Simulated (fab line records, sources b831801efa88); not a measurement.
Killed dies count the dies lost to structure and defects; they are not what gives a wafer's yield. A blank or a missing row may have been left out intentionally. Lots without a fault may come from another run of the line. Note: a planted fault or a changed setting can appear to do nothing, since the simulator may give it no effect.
fab line records	flow sky130
record lots=13	wafers=39	lastDay=50
route steps=708 shown POLY_GATE@218 LDD_N@244 LDD_LDN@298 POLY_CUT@319 PAD_OPEN@708
lots untouched by any fault: they come from a run of this same line in which no faults occurred
startH: start of the lot's first displayed wafer, in hours after the record's first day	waitH: hours elapsed since this lot's preceding step	" the same as in the row above	L1.1+2: a row that stands for several wafers	- no value, or no start was given	* or withheld: withheld	< > ~ a bound
route shown NAME@n: NAME is a module with steps in the file, n the number in the route of the first one	usual: mean/standard deviation taken from wafers without a fault	same: alike in all rows	chamber/n: place in a boat	sites: the reading at each site	_std_site: the values' standard deviation	_edge_site: inner sites' mean taken away from outer sites' mean	radiusMm: for every site, how far away it sits from the centre of the wafer	mask NAME#n: copy n	behind: the tool/chamber that last shaped the wafer	hold: cause of the lot's hold/its duration in hours/its outcome	device: which transistor (n, p or np) failed to switch	end of line: the same wafers' tests at the end of the route	where a step has no rows: the recipe by itself	killed: dies lost to structure and defects at the first sort, not the wafer's yield	map: dies across one wafer; x = killed, . = not, _ = none there
set.NAME: the setting the step ran with; set.NAME@STEP: the setting that earlier step ran with	model.NAME: the simulator's own value behind a step, which no gauge read
one table for each step of the route and one row for each wafer, over a sample of lots
services: when a tool's chamber went out of use (startH, in hours from the record's first day, below 0 if earlier), for how many hours, and the reason
## steps
# step SKY_POLY_GATE_THK_MEAS_04
# recipe reads=Si3N4_of_POLY_GATE_CVD_03
# usual POLY_GATE_CVD_03_THK=75.1/0.72
lot.wafer	tool	chamber	startH	waitH	POLY_GATE_CVD_03_THK[nm]
L484.2	filmMetro-02	-	345.67	0.0	74.0
L484.3	"	-	"	"	74.1
L484.6	"	-	"	"	74.2
L485.1	filmMetro-03	-	355.96	0.0	73.5
L485.2	"	-	"	"	73.7
L485.3	"	-	"	"	74.0
L486.2	filmMetro-03	-	362.58	0.0	75.2
L486.4	"	-	"	"	75.2
L486.5	"	-	"	"	74.6
L487.2	filmMetro-04	-	377.47	0.0	74.0
L487.3	"	-	"	"	74.1
L487.6	"	-	"	"	73.7
L489.2	filmMetro-04	-	392.21	0.0	74.6
L489.5	"	-	"	"	74.8
L489.6	"	-	"	"	74.7
L490.2	filmMetro-02	-	402.64	0.0	76.0
L490.4	"	-	"	"	75.7
L490.6	"	-	"	"	75.9
L494.4	filmMetro-03	-	437.30	0.0	76.7
L494.5	"	-	"	"	75.6
L494.6	"	-	"	"	76.4
L495.1	filmMetro-03	-	442.35	0.0	76.0
L495.2	"	-	"	"	75.7
L495.5	"	-	"	"	76.3
L497.2	filmMetro-03	-	451.02	0.0	74.9
L497.3	"	-	"	"	74.5
L497.6	"	-	"	"	75.2
L502.1	filmMetro-03	-	501.76	0.0	75.3
L502.2	"	-	"	"	75.6
L502.6	"	-	"	"	75.1
L505.3	filmMetro-04	-	519.63	0.0	75.5
L505.4	"	-	"	"	75.4
L505.5	"	-	"	"	75.5
L504.1	filmMetro-02	-	523.23	0.0	75.5
L504.3	"	-	"	"	75.7
L504.6	"	-	"	"	75.3
L507.3	filmMetro-03	-	542.67	0.0	74.5
L507.4	"	-	"	"	74.6
L507.5	"	-	"	"	75.0
# step SKY_LDD_N_OVL_MEAS_07
# usual LDD_N_OVL=0.4/1.5
lot.wafer	tool	chamber	startH	waitH	LDD_N_OVL[nm]
L484.2	overlay-01	-	404.62	0.1	0.5
L484.3	"	-	"	"	-0.3
L484.6	"	-	"	"	1.5
L485.1	overlay-01	-	415.81	0.1	-1.6
L485.2	"	-	"	"	-0.3
L485.3	"	-	"	"	-0.7
L486.2	overlay-01	-	422.81	0.1	1.3
L486.4	"	-	"	"	2.6
L486.5	"	-	"	"	0.9
L487.2	overlay-01	-	440.66	0.1	-0.5
L487.3	"	-	"	"	0.9
L487.6	"	-	"	"	-1.0
L489.2	overlay-02	-	457.94	0.1	0.1
L489.5	"	-	"	"	0.6
L489.6	"	-	"	"	-0.5
L490.2	overlay-01	-	466.96	0.1	1.3
L490.4	"	-	"	"	0.8
L490.6	"	-	"	"	1.9
L494.4	overlay-02	-	500.03	0.1	1.3
L494.5	"	-	"	"	0.4
L494.6	"	-	"	"	1.5
L495.1	overlay-01	-	505.44	0.1	0.9
L495.2	"	-	"	"	-0.3
L495.5	"	-	"	"	-0.4
L497.2	overlay-02	-	513.91	0.1	-1.4
L497.3	"	-	"	"	-0.6
L497.6	"	-	"	"	-2.0
L502.1	overlay-02	-	564.05	0.1	1.0
L502.2	"	-	"	"	0.1
L502.6	"	-	"	"	1.3
L505.3	overlay-01	-	581.82	0.1	4.3
L505.4	"	-	"	"	2.5
L505.5	"	-	"	"	1.9
L504.1	overlay-02	-	586.56	0.1	0.9
L504.3	"	-	"	"	0.4
L504.6	"	-	"	"	-0.2
L507.3	overlay-02	-	603.31	0.1	-0.9
L507.4	"	-	"	"	-1.0
L507.5	"	-	"	"	-1.5
# step SKY_LDD_LDN_IMPLANT_09
# recipe species=As	energyKev=15	doseCm2=1.25e+13	tiltDeg=withheld	rotationDeg=113
# usual beamEnergyKeV=15.000/0.004	doseIonsCm2=1.2499e+13/1.3e+10	faradayCurrentUA=70.4/1.3
lot.wafer	tool	chamber	startH	waitH	beamEnergyKeV	doseIonsCm2	faradayCurrentUA
L484.2	implanter-03	0	528.67	0.1	15.002	1.2509e+13	72.1
L484.3	"	0	"	"	15.005	1.2487e+13	69.7
L484.6	"	0	"	"	15.000	1.2516e+13	69.4
L485.1	implanter-04	0	539.42	0.1	14.998	1.25e+13	70.8
L485.2	"	0	"	"	14.994	1.2514e+13	71.7
L485.3	"	0	"	"	15.000	1.2508e+13	71.2
L486.2	implanter-01	0	546.92	0.1	15.007	1.2482e+13	71.0
L486.4	"	0	"	"	15.004	1.2518e+13	70.7
L486.5	"	0	"	"	15.004	1.2509e+13	70.1
L487.2	implanter-04	0	564.17	0.1	15.003	1.2493e+13	70.5
L487.3	"	0	"	"	15.001	1.2491e+13	70.6
L487.6	"	0	"	"	15.001	1.25e+13	70.7
L489.2	implanter-01	0	581.75	0.1	14.991	1.2503e+13	69.8
L489.5	"	0	"	"	15.002	1.2524e+13	73.5
L489.6	"	0	"	"	14.996	1.2524e+13	69.7
L490.2	implanter-03	0	589.20	0.1	15.002	1.2504e+13	70.9
L490.4	"	0	"	"	15.005	1.2487e+13	70.2
L490.6	"	0	"	"	15.005	1.2501e+13	70.4
L494.4	implanter-04	0	620.30	0.1	14.994	1.2498e+13	72.9
L494.5	"	0	"	"	14.997	1.2498e+13	70.4
L494.6	"	0	"	"	15.002	1.2511e+13	70.3
L495.1	implanter-01	0	625.42	0.1	15.005	1.1817e+13	66.9
L495.2	"	0	"	"	14.998	1.1821e+13	66.3
L495.5	"	0	"	"	15.009	1.1812e+13	66.0
L497.2	implanter-01	0	634.30	0.1	15.001	1.181e+13	64.4
L497.3	"	0	"	"	15.000	1.1801e+13	66.7
L497.6	"	0	"	"	15.000	1.1822e+13	63.2
L502.1	implanter-03	0	681.17	0.1	14.999	1.2495e+13	69.7
L502.2	"	0	"	"	14.997	1.2504e+13	68.8
L502.6	"	0	"	"	14.998	1.2499e+13	70.4
L505.3	implanter-04	0	697.97	0.1	14.997	1.2491e+13	70.9
L505.4	"	0	"	"	15.008	1.2493e+13	70.4
L505.5	"	0	"	"	15.001	1.2501e+13	74.4
L504.1	implanter-01	0	703.14	0.1	15.002	1.2502e+13	70.5
L504.3	"	0	"	"	15.000	1.2511e+13	69.6
L504.6	"	0	"	"	15.006	1.2523e+13	69.2
L507.3	implanter-03	0	719.10	0.1	15.004	1.2504e+13	70.4
L507.4	"	0	"	"	15.001	1.2518e+13	69.2
L507.5	"	0	"	"	15.002	1.2493e+13	68.7
# step SKY_POLY_CUT_STRIP_12
# recipe chemistry=O2/N2	powerW=1400	pressureMtorr=1500	platenTempC=withheld	o2FlowSccm=3000	n2FlowSccm=300	overashFraction=0.5
# usual drypumpMotorCurrentA=6.0/0.47	oesProductAu=0.452/0.0044	stripTimeToEndpointS=5.359/0.017
lot.wafer	tool	chamber	startH	waitH	drypumpMotorCurrentA	oesProductAu	rfHoursCounterH	stripTimeToEndpointS
L484.2	plasmaAsher-03	1	561.78	0.0	6.0	0.458	13	5.387
L484.3	"	0	"	"	6.6	0.459	-	5.351
L484.6	"	0	"	"	6.6	0.448	-	5.341
L485.1	plasmaAsher-04	0	571.68	0.0	5.1	0.452	87	5.400
L485.2	"	1	"	"	6.4	0.452	87	5.373
L485.3	"	1	"	"	6.4	0.450	-	5.385
L486.2	plasmaAsher-04	1	579.33	0.0	6.4	0.451	88	5.362
L486.4	"	0	"	"	5.2	0.451	-	5.352
L486.5	"	1	"	"	6.4	0.449	-	5.381
L487.2	plasmaAsher-03	0	594.48	0.0	6.6	0.452	16	5.357
L487.3	"	1	"	"	6.0	0.446	-	5.351
L487.6	"	1	"	"	6.0	0.454	-	5.349
L489.2	plasmaAsher-03	1	614.28	0.0	6.1	0.452	18	5.371
L489.5	"	1	"	"	6.0	0.447	-	5.368
L489.6	"	0	"	"	6.6	0.452	-	5.357
L490.2	plasmaAsher-04	1	621.85	0.0	6.4	0.454	92	5.354
L490.4	"	0	"	"	5.2	0.456	-	5.356
L490.6	"	0	"	"	5.2	0.447	-	5.335
L494.4	plasmaAsher-02	0	651.98	0.1	5.9	0.449	-	5.380
L494.5	"	0	"	"	5.9	0.457	-	5.378
L494.6	"	1	"	"	5.9	0.458	-	5.382
L495.1	plasmaAsher-03	0	656.63	0.0	6.5	0.452	22	5.367
L495.2	"	1	"	"	6.0	0.457	22	5.369
L495.5	"	1	"	"	6.0	0.449	-	5.369
L497.2	plasmaAsher-04	1	666.03	0.0	6.4	0.459	97	5.371
L497.3	"	1	"	"	6.4	0.449	-	5.351
L497.6	"	0	"	"	5.2	0.444	-	5.344
L502.1	plasmaAsher-04	0	711.10	0.0	5.1	0.445	103	5.335
L502.2	"	1	"	"	6.5	0.452	103	5.320
L502.6	"	1	"	"	6.5	0.450	-	5.347
L505.3	plasmaAsher-02	1	730.06	0.1	5.9	0.449	-	5.358
L505.4	"	0	"	"	5.9	0.448	-	5.354
L505.5	"	0	"	"	5.9	0.455	-	5.363
L504.1	plasmaAsher-03	0	732.75	0.0	6.6	0.447	22	5.362
L504.3	"	1	"	"	6.0	0.458	-	5.358
L504.6	"	0	"	"	6.6	0.447	-	5.356
L507.3	plasmaAsher-03	0	748.79	0.1	6.5	0.444	-	5.385
L507.4	"	1	"	"	6.0	0.443	-	5.344
L507.5	"	0	"	"	6.6	0.451	-	5.345
# step SKY_PAD_OPEN_PROBE_99
# usual killed_at_M0_to_M3=43/6.8	killed_at_M4_up=3.1/1.6	killedAtContacts=24/5.4	killedAtFrontEnd=16/4.4	killedAtOther=0.2/0.48	killedDies=87/8.8	killedOpen=48/6.4	killedShort=39/6.2
# same grossDies=492	killedAtBackSide=0
lot.wafer	tool	chamber	startH	waitH	killed_at_M0_to_M3	killed_at_M4_up	killedAtContacts	killedAtFrontEnd	killedAtOther	killedDies	killedOpen	killedShort
L484.2	prober-01	-	1078.51	0.1	36	1	26	15	0	78	46	32
L484.3	prober-01	-	1078.56	0.2	35	2	24	19	0	80	48	32
L484.6	prober-01	-	1078.71	0.2	27	4	27	18	0	76	37	39
L497.2	prober-02	-	1151.74	0.1	44	3	17	13	0	77	37	40
L497.3	prober-02	-	1151.79	0.2	45	5	21	9	0	80	48	32
L497.6	prober-02	-	1151.94	0.2	40	5	15	7	1	68	35	33
# killed by level:class
L484.2 LI_CONTACT:geometricParticle:open=12 VIA3:geometricParticle:open=8 CONTACT:geometricParticle:open=7 FIELD_ISO:geometricParticle:short=6 VIA2:geometricParticle:open=6 VIA1:geometricParticle:open=5 METAL2:geometricParticle:short=5 VIA1:geometricParticle:short=4
L484.3 CONTACT:geometricParticle:open=11 VIA3:geometricParticle:open=9 FIELD_ISO:geometricParticle:short=8 LI_CONTACT:geometricParticle:open=6 VIA1:geometricParticle:open=6 FIELD_ISO:geometricParticle:open=5 VIA1:geometricParticle:short=5 CONTACT:geometricParticle:short=4
L484.6 CONTACT:geometricParticle:open=9 LI_CONTACT:geometricParticle:open=6 VIA3:geometricParticle:open=6 FIELD_ISO:geometricParticle:short=5 LOCAL_INTERCONNECT:geometricParticle:short=5 LI_CONTACT:geometricParticle:short=5 METAL2:geometricParticle:short=5 POLY_GATE:geometricParticle:open=4
L497.2 VIA1:geometricParticle:open=13 METAL1:geometricParticle:short=8 CONTACT:geometricParticle:open=6 METAL2:geometricParticle:short=6 VIA3:geometricParticle:short=5 POLY_GATE:geometricParticle:open=4 LOCAL_INTERCONNECT:geometricParticle:short=4 VIA1:geometricParticle:short=4
L497.3 VIA1:geometricParticle:open=11 CONTACT:geometricParticle:open=7 METAL2:geometricParticle:short=7 VIA2:geometricParticle:open=7 LI_CONTACT:geometricParticle:open=5 METAL1:geometricParticle:short=5 VIA3:geometricParticle:open=4 POLY_GATE:geometricParticle:open=3
L497.6 VIA1:geometricParticle:open=9 VIA3:geometricParticle:open=8 LI_CONTACT:geometricParticle:open=6 VIA1:geometricParticle:short=6 METAL2:geometricParticle:short=5 METAL4:geometricParticle:short=4 METAL3:geometricParticle:short=4 LI_CONTACT:geometricParticle:short=3
## services
tool	chamber	startH	hours	kind
implanter-03	-	506.50	3.4	pm
plasmaAsher-03	-	524.20	1.9	repair
plasmaAsher-04	-	563.14	1.4	repair
plasmaAsher-04	-	613.84	0.6	repair
plasmaAsher-02	-	618.17	1.3	repair
implanter-04	-	647.89	4.5	pm
plasmaAsher-03	-	657.68	74.9	pm
implanter-04	-	679.89	4.9	pm
implanter-03	-	731.45	2.5	repair
plasmaAsher-04	-	733.75	9.0	pm
plasmaAsher-04	0	733.75	9.0	ventCycle
plasmaAsher-04	1	733.75	9.0	ventCycle
plasmaAsher-04	0	742.75	-	clean
plasmaAsher-04	1	742.75	-	clean
implanter-03	-	744.55	4.9	repair
## key
firstSign step=SKY_LDD_LDN_IMPLANT_09	reading=doseIonsCm2	direction=down	sigmas=52	usual=*	struck=*
effect step=SKY_LDD_LDN_IMPLANT_09	reading=faradayCurrentUA	direction=down	sigmas=3.8	usual=70.4	struck=65.6
metAt SKY_LDD_LDN_IMPLANT_09
struckLots L495,L497
testerLeftOut L495,L497
notActingAt SKY_POLY_GATE_THK_MEAS_04,SKY_LDD_N_OVL_MEAS_07,SKY_POLY_CUT_STRIP_12
onsetBetween 581.75 625.42
fault kind=processParameterDrift	tool=implanter-01	chamber=-	onsetH=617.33	steps=SKY_LDD_LDN_IMPLANT_09	channel=doseCm2	offset=*	shape=step	endH=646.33	actsIn=*	stated=*
# testerLeftOut: of these lots the tester's yield and bins aren't shown, on N5 and GAA mostly nor the transistor test; their killed dies are dies lost to structure and defects alone, not to doping, threshold or leakage, so they don't give the yield
